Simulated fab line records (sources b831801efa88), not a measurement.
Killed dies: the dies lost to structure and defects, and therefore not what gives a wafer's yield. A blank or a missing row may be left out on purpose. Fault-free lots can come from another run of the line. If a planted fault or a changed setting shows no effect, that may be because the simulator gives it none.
The tool behind it: which one? -- flow sky130 -- 12 lots with 36 wafers sampled at 2 steps, on a route of 708 steps

WHAT THE GAUGES SHOWED, per wafer
SKY_METAL2_OVL_MEAS_16.
lot,measured,on,METAL2_OVL (nm)
L214,day 34 15:44,overlay-01,8 -3 11
L216,day 35 07:10,overlay-01,1 0 11
L218,day 35 21:01,overlay-02,5 0 4
L219,day 36 17:07,overlay-01,-3 6 4
L220,day 37 00:05,overlay-01,-7 -1 -8
L221,day 37 01:20,overlay-01,-2 -7 -4
L222,day 37 14:19,overlay-02,3 2 -6
L231,day 40 04:40,overlay-02,11 4 7
L233,day 42 10:34,overlay-01,11 0 8
L237,day 42 10:53,overlay-01,3 5 -2
L236,day 42 13:17,overlay-01,2 2 2
L235,day 42 15:59,overlay-02,0 2 -1

SKY_VIA2_THK_MEAS_01.
lot,measured,on,VIA2_HDPCVD_THK (nm)
L214,day 34 16:40,film-metro-03,1161 1165 1162
L216,day 35 08:07,film-metro-04,1188 1176 1189
L218,day 35 22:03,film-metro-03,1183 1174 1179
L219,day 36 18:07,film-metro-03,1175 1201 1195
L220,day 37 01:01,film-metro-04,1170 1168 1174
L221,day 37 02:19,film-metro-04,1179 1174 1181
L222,day 37 15:15,film-metro-03,1172 1201 1177
L231,day 40 05:36,film-metro-04,1206 1180 1181
L233,day 42 11:33,film-metro-04,1190 1176 1176
L237,day 42 11:49,film-metro-02,1205 1198 1192
L236,day 42 14:14,film-metro-03,1186 1185 1181
L235,day 42 16:55,film-metro-03,1176 1179 1163

WHAT TOOL EACH LOT RAN ON (gives the tool, then ch and the chambers of the sampled wafers, and finally the start)
The record holds no process step before these readings.

AS READ BY THE TOOLS THEMSELVES (means over the sampled wafers that have a number; for cases with no such wafer, the mark the record gives instead)
The record holds no such reading with a usual standard deviation.

THE ANSWER, worked out from the rows above alone
Rule: usual is defined by the lots themselves. Put in order of their means at a reading, lots are off if they are a third of the lots or fewer, leave a main group of 4 or more, and stand apart from it by a gap of 3 or more times the standard deviation of the main group's means; of several such gaps the widest counts. If all means in a main group match to the digits the tables above print for the reading, that group is not used. A lot without any number at a reading at which 4 lots or more have one is off too. Any other lot the step has rows for is counted as sound. After the gauges, taken in route order, come the tools' own readings; for these a lot's mean is taken, as printed above. At the first step where some lot is off, the reading lying furthest off is the one used; lots without a number count as furthest.
No lot is off at any reading shown: from this, nothing can be told.

WHAT THE SIMULATOR PUT IN
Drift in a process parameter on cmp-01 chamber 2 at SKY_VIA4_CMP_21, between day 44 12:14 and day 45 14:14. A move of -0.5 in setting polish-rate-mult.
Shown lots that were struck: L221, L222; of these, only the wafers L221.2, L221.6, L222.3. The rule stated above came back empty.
